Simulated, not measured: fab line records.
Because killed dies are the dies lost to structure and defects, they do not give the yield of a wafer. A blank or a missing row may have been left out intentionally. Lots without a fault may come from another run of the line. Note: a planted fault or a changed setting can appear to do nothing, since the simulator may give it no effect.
The tool behind it: which one?    flow sky130    13 lots with 39 wafers sampled at 6 steps, on a route of 708 steps

## WHAT EACH GAUGE READ, for each wafer
SKY_LI_CONTACT_CD_MEAS_12 targets a cd of 170 nm. Usual: 169.8 nm for cd-nm, sd 1.5.
lot   measured      on         cd-nm (nm)         flag
L326  day 29 13:54  cd-sem-02  170.7 171.3 171.8  
L327  day 30 01:57  cd-sem-02  168.3 168.6 168.8  
L332  day 31 21:22  cd-sem-02  169.3 169.6 170.1  
L333  day 32 02:07  cd-sem-02  167.9 168.7 167.6  
L334  day 32 09:51  cd-sem-01  170.2 170.7 169.4  
L336  day 33 03:50  cd-sem-02  172.6 174.0 171.8  
L337  day 33 06:03  cd-sem-02  171.0 171.9 171.6  
L338  day 33 15:17  cd-sem-01  169.1 168.9 170.3  
L344  day 35 09:21  cd-sem-01  169.6 170.2 169.1  
L345  day 35 15:17  cd-sem-01  167.8 167.8 167.3  
L346  day 36 00:40  cd-sem-01  168.2 168.7 168.0  
L347  day 36 08:09  cd-sem-01  166.5 169.7 167.6  
L348  day 36 17:55  cd-sem-01  171.9 169.8 171.8  

SKY_CONTACT_RS_MEAS_25: a four-point-probe measurement. Usual: for CONTACT_W_RS the level is 0.339 ohm/sq and the standard deviation is 0.0048.
lot   measured      on             CONTACT_W_RS (ohm/sq)  flag
L326  day 32 01:26  film-metro-03  0.336 0.341 0.345      
L327  day 32 15:04  film-metro-03  0.341 0.337 0.339      
L332  day 34 06:46  film-metro-03  0.334 0.333 0.330      
L333  day 34 12:45  film-metro-03  0.326 0.333 0.332      
L334  day 34 19:15  film-metro-04  0.449 0.434 0.449      OFF
L336  day 35 12:31  film-metro-03  0.445 0.459 0.446      OFF
L337  day 35 14:53  film-metro-03  0.340 0.345 0.337      
L338  day 35 23:06  film-metro-02  0.338 0.343 0.342      
L344  day 37 17:01  film-metro-02  0.338 0.340 0.335      
L345  day 37 23:42  film-metro-04  0.340 0.344 0.334      
L346  day 38 08:32  film-metro-03  0.338 0.337 0.329      
L347  day 38 16:11  film-metro-02  0.333 0.334 0.335      
L348  day 39 01:45  film-metro-03  0.333 0.332 0.340      

SKY_CONTACT_THK_MEAS_26: measures by xrf. Usual: for CONTACT_W_THK the level is 342 nm and the standard deviation is 5.
lot   measured      on             CONTACT_W_THK (nm)  flag
L326  day 32 01:33  film-metro-03  344 340 337         
L327  day 32 15:11  film-metro-03  341 344 343         
L332  day 34 06:53  film-metro-03  345 346 348         
L333  day 34 12:52  film-metro-03  354 346 346         
L334  day 34 19:22  film-metro-04  260 271 261         OFF
L336  day 35 12:37  film-metro-03  259 252 259         OFF
L337  day 35 15:00  film-metro-03  338 335 341         
L338  day 35 23:13  film-metro-02  343 340 339         
L344  day 37 17:08  film-metro-02  342 340 343         
L345  day 37 23:48  film-metro-04  341 340 349         
L346  day 38 08:39  film-metro-03  341 342 352         
L347  day 38 16:18  film-metro-02  348 347 345         
L348  day 39 01:52  film-metro-03  347 348 338         

## TOOL THAT RAN EACH LOT (tool first, then ch and the chambers of the sampled wafers, then the start)
lot   SKY_SD_N_STRIP_11                     SKY_LI_CONTACT_ETCH_14              SKY_CONTACT_CVD_24
L326  plasma-asher-02 ch 1, day 28 07:37    rie-diel-01 ch 0,1, day 29 14:03    cvd-w-01 ch 0,1, day 32 01:19
L327  plasma-asher-02 ch 0,1, day 28 20:25  rie-diel-03 ch 0,2,3, day 30 02:06  cvd-w-02 ch 0,1, day 32 14:57
L332  plasma-asher-03 ch 0, day 30 16:09    rie-diel-01 ch 0,1,3, day 31 21:32  cvd-w-01 ch 0, day 34 06:40
L333  plasma-asher-03 ch 0,1, day 30 21:21  rie-diel-01 ch 0,3, day 32 02:15    cvd-w-01 ch 0,1, day 34 12:37
L334  plasma-asher-01 ch 0,1, day 31 05:16  rie-diel-01 ch 0,1,3, day 32 10:00  cvd-w-01 ch 0,1, day 34 19:08
L336  plasma-asher-01 ch 0,1, day 31 23:28  rie-diel-01 ch 2,3, day 33 03:58    cvd-w-01 ch 0,1, day 35 12:24
L337  plasma-asher-03 ch 0,1, day 32 01:28  rie-diel-02 ch 0,2, day 33 06:13    cvd-w-02 ch 0,1, day 35 14:46
L338  plasma-asher-01 ch 0,1, day 32 11:04  rie-diel-03 ch 2,3, day 33 15:26    cvd-w-02 ch 1, day 35 22:58
L344  plasma-asher-03 ch 0,1, day 34 05:41  rie-diel-02 ch 0,1,2, day 35 09:30  cvd-w-01 ch 0,1, day 37 16:55
L345  plasma-asher-02 ch 0,1, day 34 11:40  rie-diel-01 ch 2,3, day 35 15:24    cvd-w-01 ch 0,1, day 37 23:35
L346  plasma-asher-03 ch 0,1, day 34 22:06  rie-diel-01 ch 0,1,3, day 36 00:50  cvd-w-01 ch 0,1, day 38 08:25
L347  plasma-asher-01 ch 0, day 35 03:37    rie-diel-03 ch 0,1,3, day 36 08:18  cvd-w-01 ch 0, day 38 16:04
L348  plasma-asher-01 ch 0,1, day 35 14:24  rie-diel-02 ch 1,2,3, day 36 18:03  cvd-w-01 ch 0,1, day 39 01:37
- SKY_SD_N_STRIP_11: strips in O2/N2.
- SKY_LI_CONTACT_ETCH_14: etches BARC in N2/H2, stops on SiO2, time 45.9 s, target depth 60 nm.
- SKY_CONTACT_CVD_24: deposits W, target thk 340 nm, time 102.12 s.

## AS READ BY THE TOOLS THEMSELVES (means over the sampled wafers that have a number; for cases with no such wafer, the mark the record gives instead)
SKY_SD_N_STRIP_11. Usual: drypump-motor-current-A 5.6 A, standard deviation 0.5; oes-product-au 0.528 a.u., standard deviation 0.0045; strip-time-to-endpoint-s 22.51 s, standard deviation 0.041.
lot   tool             drypump-motor-current-A (A)  oes-product-au (a.u.)  strip-time-to-endpoint-s (s)  flag
L326  plasma-asher-02  5.6                          0.532                  22.52                         
L327  plasma-asher-02  5.3                          0.525                  22.57                         
L332  plasma-asher-03  6.0                          0.528                  22.59                         
L333  plasma-asher-03  6.0                          0.530                  22.49                         
L334  plasma-asher-01  5.7                          0.537                  22.51                         
L336  plasma-asher-01  5.7                          0.528                  22.52                         
L337  plasma-asher-03  6.0                          0.528                  22.51                         
L338  plasma-asher-01  5.7                          0.528                  22.50                         
L344  plasma-asher-03  5.9                          0.525                  22.52                         
L345  plasma-asher-02  5.3                          0.527                  22.52                         
L346  plasma-asher-03  5.9                          0.526                  22.55                         
L347  plasma-asher-01  4.9                          0.527                  22.46                         
L348  plasma-asher-01  5.3                          0.524                  22.56                         

SKY_LI_CONTACT_ETCH_14. Usual: drypump-motor-current-A 5.9 A, standard deviation 0.56; oes-product-au 0.855 a.u., standard deviation 0.005; throttle-valve-pct 13.225 %, standard deviation 0.0099.
lot   tool         drypump-motor-current-A (A)  oes-product-au (a.u.)  throttle-valve-pct (%)  flag
L326  rie-diel-01  5.8                          0.850                  13.217                  
L327  rie-diel-03  5.6                          0.860                  13.232                  
L332  rie-diel-01  5.9                          0.853                  13.220                  
L333  rie-diel-01  6.4                          0.855                  13.232                  
L334  rie-diel-01  5.9                          0.852                  13.235                  
L336  rie-diel-01  6.6                          0.853                  13.238                  
L337  rie-diel-02  6.2                          0.855                  13.236                  
L338  rie-diel-03  5.4                          0.854                  13.226                  
L344  rie-diel-02  5.7                          0.858                  13.231                  
L345  rie-diel-01  6.6                          0.851                  13.223                  
L346  rie-diel-01  5.9                          0.857                  13.227                  
L347  rie-diel-03  5.7                          0.857                  13.227                  
L348  rie-diel-02  5.4                          0.857                  13.223                  

SKY_CONTACT_CVD_24. Usual: heater-power-w 901 W, standard deviation 100; susceptor-temp-C 399.98 C, standard deviation 0.26.
lot   tool      heater-power-w (W)  susceptor-temp-C (C)  flag
L326  cvd-w-01  853                 399.95                
L327  cvd-w-02  867                 399.91                
L332  cvd-w-01  972                 399.60                
L333  cvd-w-01  921                 400.02                
L334  cvd-w-01  867                 399.90                
L336  cvd-w-01  926                 399.85                
L337  cvd-w-02  967                 400.12                
L338  cvd-w-02  1046                399.94                
L344  cvd-w-01  869                 400.06                
L345  cvd-w-01  873                 399.91                
L346  cvd-w-01  926                 399.67                
L347  cvd-w-01  970                 400.07                
L348  cvd-w-01  923                 400.17                

## THE ANSWER, worked out from the rows above alone
Rule: a lot counts as off when the mean over its wafers that have a number is more than 3 standard deviations away from the usual mean. Also off: a lot with no number at a reading for which 4 or more lots have one. The other lots that the step has rows for count as sound. First the gauges in route order, then the tools' own readings, where a lot's mean is used as printed above. The first step at which some lot is off is used, and at that step the reading that is off furthest; a lot without a number counts as furthest.
Off: at SKY_CONTACT_RS_MEAS_25 (CONTACT_W_RS), L334, L336.
If a tool, at a process step before that reading, ran all the lots that are off and no sound lot after the first of them, it fits. Gauges at SKY_CONTACT_RS_MEAS_25: tried the same way as those tools. No candidate that was tried fits.

## WHAT THE SIMULATOR HAD INSERTED
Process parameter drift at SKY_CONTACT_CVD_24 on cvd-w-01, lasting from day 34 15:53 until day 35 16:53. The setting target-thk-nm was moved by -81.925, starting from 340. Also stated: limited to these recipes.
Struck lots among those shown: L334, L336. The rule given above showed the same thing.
